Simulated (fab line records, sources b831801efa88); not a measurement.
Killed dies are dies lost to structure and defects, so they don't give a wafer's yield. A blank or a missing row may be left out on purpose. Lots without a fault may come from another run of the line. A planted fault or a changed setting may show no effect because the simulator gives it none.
Problem report in the 8D (eight disciplines) form, filled by code | flow gf180mcu | the parts of the form that need people (team, actions taken, sign-off) are left out

1. THE PROBLEM
M1_ALCU_RS at GF_M1_RS_MEAS_05 reads a mean of 0.0662 ohm/sq on 1 wafer of 1 lot; wafers without a fault read 0.0694 ohm/sq with a standard deviation of 0.0007. That is -4.6 standard deviations from the usual mean.
The step: measures by four-point-probe.
First seen on wafer L603.2, day 20 15:50, on film_metro-03. The record holds 36 wafers of 12 lots with a number at this step. Rule for "out", or "out of limits": more than 4 standard deviations from the usual mean. The other wafers with a number count as sound.

2. WHAT IT IS AND WHAT IT IS NOT
question                    | is                | is not
which readings at this step | M1_ALCU_RS        | -
which lots                  | L603              | L591, L592, L593, L595, L598, L599, L602, L607, L608, L609, L614
which wafers of those lots  | L603.2            | L603.5, L603.6
read on which gauges        | film_metro-03     | film_metro-01, film_metro-04
when                        | from day 20 15:50 | up to then (23 sound wafers); but 12 sound wafers of L607, L608, L609, L614 came after

3. SUSPECTS, AND WHAT RULES EACH OUT
Counting: a tool at a process step up to the reading stays a suspect if it ran every lot that is out. Sound lots after the first of them don't rule it out here, since some wafers of a struck lot are sound.
- the gauge at GF_M1_RS_MEAS_05: ruled out. All the wafers that are out were read on film_metro-03, but those of them that GF_M1_SPUTTER_02 has rows for are out there too, on other tools.
- rie_diel-02 at GF_CONTACT_ETCH_16 (etches BARC in N2/H2): kept. It ran the lot that is out, L603 (day 20 14:26); its last sound lot up to then is L599 (day 19 05:44).
- pvd_sputter-04 at GF_M1_SPUTTER_02 (material AlCu, target thk 450 nm, time 23.9 s): kept. It ran the lot that is out, L603 (day 20 15:43); its last sound lot up to then is L598 (day 18 17:58). Its own readings are out on those wafers: chamber_pressure_pa.
- Within rie_diel-02 at GF_CONTACT_ETCH_16: the wafers that are out ran in chamber 3; their sound lot-mates ran in chambers 1, 2.
Left after counting: rie_diel-02 at GF_CONTACT_ETCH_16, pvd_sputter-04 at GF_M1_SPUTTER_02.

4. THE CAUSE (what the simulator had put in)
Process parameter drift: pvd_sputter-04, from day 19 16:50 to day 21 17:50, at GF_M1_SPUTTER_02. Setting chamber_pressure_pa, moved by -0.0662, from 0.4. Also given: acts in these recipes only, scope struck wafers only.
Counting left 2 suspects, and this tool is among them.

5. THE CHAIN OF EFFECTS, in route order
Each row: a reading whose mean over the struck wafers that have a number lies more than 3 standard deviations from the usual. Only readings for which the record gives a usual standard deviation are gone through. hours: the time from each lot's start at the first step in this table that gives one to its start at this step, as a median over the lots. sigmas: the change in usual standard deviations.
hours | step             | reading             | usual         | on struck wafers | change  | sigmas
0     | GF_M1_SPUTTER_02 | chamber_pressure_pa | 0.4000 Pa     | 0.3340           | -0.0660 | -82
0     | GF_M1_SPUTTER_02 | throttle_valve_pct  | 30.3 %        | 34.0             | +3.7    | +3.7
0     | GF_M1_RS_MEAS_05 | M1_ALCU_RS          | 0.0694 ohm/sq | 0.0662           | -0.0032 | -4.6
The process steps in it:
- GF_M1_SPUTTER_02: material AlCu, target thk 450 nm, time 23.9 s.
Later measuring or inspecting steps at which every struck wafer that the step has a row for has a number for every such reading, and none has moved that far: GF_M1_OVL_MEAS_15.

6. WHAT WOULD HAVE CAUGHT IT SOONER
In this record the first reading out of limits at a measuring or inspecting step was taken at day 20 15:50, 23 hours after the fault began at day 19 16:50.
The tool's own readings at GF_M1_SPUTTER_02 were out on every struck wafer that the step has a row for (chamber_pressure_pa): an alarm limit on them would have fired on the first of those.
All the lots that are out (1) had begun GF_M1_SPUTTER_02 on pvd_sputter-04 by day 20 15:50. A hold on the tool at that time would have spared none of them.
